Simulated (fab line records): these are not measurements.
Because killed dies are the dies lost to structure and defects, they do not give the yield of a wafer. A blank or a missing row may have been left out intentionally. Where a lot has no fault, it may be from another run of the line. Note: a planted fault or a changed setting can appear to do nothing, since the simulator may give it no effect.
Comparing a struck lot with a sound one || flow gf180mcu || 15 out of 602 route steps
Sound: these wafers, L357.2, L357.3, L357.5. Struck: wafers L364.1, L364.4, L364.5. The cause comes at the end.
Per side, at each step with rows, come the tool, then ch with its chambers, and then its first start. Under that, the readings that differ: sound wafers || struck wafers || difference of the means || sigmas: that difference in standard deviations of wafers without a fault.
alike: same words and numbers on both sides, and readings whose means sit less than 2 such deviations apart. not compared: any withheld reading, any reading some wafer has no value for, any bound like >300 that may hide the same value, and any number with overlapping values for which the record gives no deviation.
A row with sigmas, a row that says differs or no value, or rows on one side alone: a step with any of these is where the two part. When numbers do not overlap yet have no deviation, they are printed without sigmas and do not part them. Lack of a reading on every wafer of one side parts them only where that side has two or more wafers.

first, 4 steps without rows for these wafers: GF_V4_ETCH_17 (etches SiO2 in C4F8/O2/Ar, stops on TiN, target depth 630 nm); GF_V4_STRIP_18 (strips in O2/N2); GF_V4_STRIP_19 (strips in post etch residue remover, time 1200 s); GF_V4_CLEAN_20 (cleans in DIW).
GF_V4_SPUTTER_21: material Ti, target thk 15 nm, time 80.02 s.
  sound: pvdSputter-04 at day 27 03:05; struck: pvdSputter-02 at day 28 21:47
  alike: cathodeDcPowerW, chamberPressurePa, throttleValvePct
GF_V4_SPUTTER_22: material TiN, target thk 10 nm, time 40 s.
  sound: pvdSputter-04 at day 27 03:08; struck: pvdSputter-02 at day 28 21:50
  alike: cathodeDcPowerW, chamberPressurePa, throttleValvePct
then, 1 step without rows for these wafers: GF_V4_CVD_23 (deposits W, target thk 350 nm, time 104.9 s).
GF_V4_RS_MEAS_24: a four-point-probe measurement.
  sound: filmMetro-03 at day 27 03:19; struck: filmMetro-02 at day 28 21:59
  alike: V4_W_RS
GF_V4_THK_MEAS_25: measures by xrf.
  sound: filmMetro-03 at day 27 03:25; struck: filmMetro-02 at day 28 22:07
  alike: V4_W_THK
then, 1 step without rows for these wafers: GF_V4_CMP_26 (polishes, stops on SiO2, t overpolish 15 s, target thk 0 nm).
GF_MIM_SPUTTER_00: material Ti, target thk 37.5 nm, time 150 s.
  sound: pvdSputter-03 at day 27 03:46; struck: pvdSputter-01 at day 28 22:28
  alike: cathodeDcPowerW, chamberPressurePa, throttleValvePct
GF_MIM_SPUTTER_01: material TiN, target thk 30 nm, time 25 s.
  sound: pvdSputter-03 at day 27 03:52; struck: pvdSputter-01 at day 28 22:34
  alike: cathodeDcPowerW, chamberPressurePa, throttleValvePct
GF_MIM_SPUTTER_02: material AlCu, target thk 450 nm, time 23.9 s.
  sound: pvdSputter-03 at day 27 03:54; struck: pvdSputter-01 at day 28 22:36
  no value came back on the struck wafers for cathodeDcPowerW (W), chamberPressurePa (Pa), throttleValvePct (%); on the sound wafers cathodeDcPowerW (W) reads 10599 10600 10603
GF_MIM_SPUTTER_03: material Ti, target thk 10 nm, time 6.7 s.
  sound: pvdSputter-03 at day 27 03:56; struck: pvdSputter-01 at day 28 22:38
  alike: cathodeDcPowerW, chamberPressurePa, throttleValvePct
-- the record jumps here: 4 days lie between the struck wafers' starts before and after (it left off in module MIM and takes up again in module PASSIVATION, whose first step shown is number 602 of the route) --
GF_PASSIVATION_PROBE_99:
  record: rows for the struck wafers here (prober-01, day 32 23:08), none for the sound ones

== WHERE THEY PART ==
Earliest at GF_MIM_SPUTTER_02; latest, in this record, at GF_PASSIVATION_PROBE_99.

WHY: whatever the simulator had introduced
Skipped step whole: pvdSputter-01, from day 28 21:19 on, at GF_MIM_SPUTTER_02. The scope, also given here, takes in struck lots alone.
